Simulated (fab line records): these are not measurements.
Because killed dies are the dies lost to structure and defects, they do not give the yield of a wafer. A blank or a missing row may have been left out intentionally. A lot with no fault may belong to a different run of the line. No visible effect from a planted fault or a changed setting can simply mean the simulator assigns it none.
Matching of chambers + flow gf180mcu + cmp-02 running GF_V2_CMP_26: 4 sister chambers
The step polishes, stops on SiO2, t overpolish 15 s, target thk 0 nm. 8 wafers are shown with their chamber, then 12 later ones without.

## WAFERS WITH THEIR CHAMBER
| wafer  | chamber | motorCurrentA (A) | timeToEndpointS (s) |
|--------|---------|-------------------|---------------------|
| L084.6 | 1       | 12.7              | 83                  |
| L088.5 | 3       | 10.5              | 84                  |
| L090.1 | 2       | 9.3               | 89                  |
| L090.3 | 1       | 13.0              | 86                  |
| L090.6 | 3       | 11.1              | 84                  |
| L091.1 | 0       | 9.8               | 81                  |
| L091.4 | 2       | 9.3               | 82                  |
| L091.6 | 0       | 9.8               | 80                  |

## WAFERS MISSING THEIR CHAMBER
| wafer  | motorCurrentA (A) | timeToEndpointS (s) |
|--------|-------------------|---------------------|
| L093.1 | 9.8               | 84                  |
| L093.5 | 12.5              | 81                  |
| L093.6 | 9.6               | 85                  |
| L095.3 | 9.9               | 87                  |
| L095.4 | 9.8               | 86                  |
| L095.6 | 12.1              | 81                  |
| L096.4 | 9.8               | 79                  |
| L096.5 | 10.0              | 80                  |
| L096.6 | 11.3              | 76                  |
| L097.1 | 9.6               | 83                  |
| L097.4 | 11.2              | 77                  |
| L097.5 | 10.9              | 77                  |

## WHICH CHAMBER EACH ONE RAN IN
| wafer  | from the rows above          | in truth |
|--------|------------------------------|----------|
| L093.1 | can't be placed: 0 or 2      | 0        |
| L093.5 | 1                            | 1        |
| L093.6 | can't be placed: 2 or 0      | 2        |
| L095.3 | can't be placed: 0 or 2 or 3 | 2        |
| L095.4 | can't be placed: 0 or 2      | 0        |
| L095.6 | 1                            | 1        |
| L096.4 | 0                            | 0        |
| L096.5 | 0                            | 0        |
| L096.6 | 3                            | 3        |
| L097.1 | can't be placed: 0 or 2      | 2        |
| L097.4 | 3                            | 3        |
| L097.5 | 3                            | 3        |
7 of 12 placed correctly. Unplaceable from these rows: 5, with the true chamber sitting among the candidates in 5. 0 placed wrongly.
How it was worked out, from the rows above alone: a wafer's distance from a chamber is the root of the sum, over the readings, of the square of ((its reading less the chamber's mean) divided by the reading's scatter). If the next closest chamber is less than 2 further off than the closest, the wafer can't be placed; otherwise it belongs to the closest. For every chamber, the mean is computed from those of its wafers that are shown. The scatter: the root of (the sum of the squares of (reading less its chamber's mean) over the shown wafers, divided by (wafers less chambers)).
